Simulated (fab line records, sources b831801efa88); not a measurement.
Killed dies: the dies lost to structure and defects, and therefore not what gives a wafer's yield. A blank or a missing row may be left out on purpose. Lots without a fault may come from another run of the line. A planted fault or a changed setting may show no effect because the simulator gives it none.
A struck lot beside a sound one ; flow sky130 ; 15 steps out of a route of 708
Sound: these wafers, L232.1, L232.2, L232.6. Struck: wafers L226.2, L226.5, L226.6. The cause comes at the end.
Each step with rows lists, per side, the tool, then ch with its chambers, then its first start. Under that, the readings that differ: sound wafers ; struck wafers ; difference of the means ; sigmas: that difference in standard deviations of wafers without a fault.
alike: readings whose means differ by less than 2 such deviations, and words and numbers that are the same on both sides. not compared: withheld readings, readings that some wafer has no value for, bounds like >300 that may hide the same value, and numbers for which the record gives no deviation and whose values overlap.
The two part at a step that has a row with sigmas, a row that says differs or no value, or rows on one side only. When numbers do not overlap yet have no deviation, they are printed without sigmas and do not part them. A reading missing from all wafers of one side parts the sides only when that side holds two or more wafers.

first, 5 steps without rows for these wafers: SKY_LI_CONTACT_COAT_07 (resist thk 450 nm); SKY_LI_CONTACT_SOFTBAKE_08 (time 90 s); SKY_LI_CONTACT_EXPOSE_09 (exposes mask LICM1, target cd 170 nm); SKY_LI_CONTACT_PEB_10; SKY_LI_CONTACT_DEVELOP_11 (develop time 60 s).
SKY_LI_CONTACT_CD_MEAS_12 targets a cd of 170 nm.
  sound: cd-sem-02 at day 35 01:59; struck: cd-sem-01 at day 33 13:46
  alike: cd-nm
SKY_LI_CONTACT_OVL_MEAS_13:
  sound: overlay-02 at day 35 02:07; struck: overlay-01 at day 33 13:52
  alike: LI_CONTACT_OVL
SKY_LI_CONTACT_ETCH_14: etches BARC in N2/H2, stops on SiO2, time 45.9 s, target depth 60 nm.
  sound on rie-diel-02 ch 0,1,3, day 35 02:08; struck on rie-diel-04 ch 0,2,3, day 33 13:53
  alike: drypump-motor-current-A, oes-product-au, throttle-valve-pct
  not compared: rf-hours-counter-h
SKY_LI_CONTACT_ETCH_15: etches PSG in C4F8/O2/Ar, stops on Si, target depth 600 nm.
  sound on rie-diel-02 ch 0,1,3, day 35 02:11; struck on rie-diel-04 ch 0,2,3, day 33 13:56
  alike: oes-product-au
SKY_LI_CONTACT_STRIP_16: strips in O2/N2.
  sound on plasma-asher-02 ch 0,1, day 35 02:16; struck on plasma-asher-02 ch 0,1, day 33 14:01
  alike: drypump-motor-current-A, oes-product-au, strip-time-to-endpoint-s
  not compared: rf-hours-counter-h
then, 2 steps without rows for these wafers: SKY_LI_CONTACT_CLEAN_17 (cleans in NMP, time 600 s); SKY_LI_CONTACT_PRE_CLEAN_18 (time 5.6 s).
-- the record jumps here: 5 days lie between the struck wafers' starts before and after --
SKY_LI_CONTACT_SPUTTER_19: material Ti, target thk 20 nm, time 106.37 s.
  sound: pvd-sputter-02 at day 35 02:35; struck: pvd-sputter-02 at day 38 14:31
  alike: throttle-valve-pct
SKY_LI_CONTACT_SPUTTER_20: material TiN, target thk 20 nm, time 80 s.
  sound: pvd-sputter-02 at day 35 02:40; struck: pvd-sputter-02 at day 38 14:36
  alike: throttle-valve-pct
-- a jump in the record: the struck wafers' starts before and after are 16 days apart (it breaks off in module LI_CONTACT and resumes in module PAD_OPEN, where the first step shown is number 708 of the route) --
SKY_PAD_OPEN_PROBE_99:
  sound: prober-01 at day 50 04:08; struck: prober-01 at day 54 03:47
reading;sound;struck;difference;sigmas
model.etest.licon-ndiff.rc-ohm;181.5 184.8 185.7;201.4 200.4 203.6;+17.8;
  alike: killed_at_M0_to_M3, killed_at_M4_up, killed-at-contacts, killed-at-front-end, killed-at-other, killed-dies, killed-open, killed-short
  not compared: model.etest.sonos-uncharged.r-on-ohm-um, model.etest.licon-poly.rc-ohm

== WHERE THEY PART ==
Nowhere in this record.

WHY: what had been put in by the simulator
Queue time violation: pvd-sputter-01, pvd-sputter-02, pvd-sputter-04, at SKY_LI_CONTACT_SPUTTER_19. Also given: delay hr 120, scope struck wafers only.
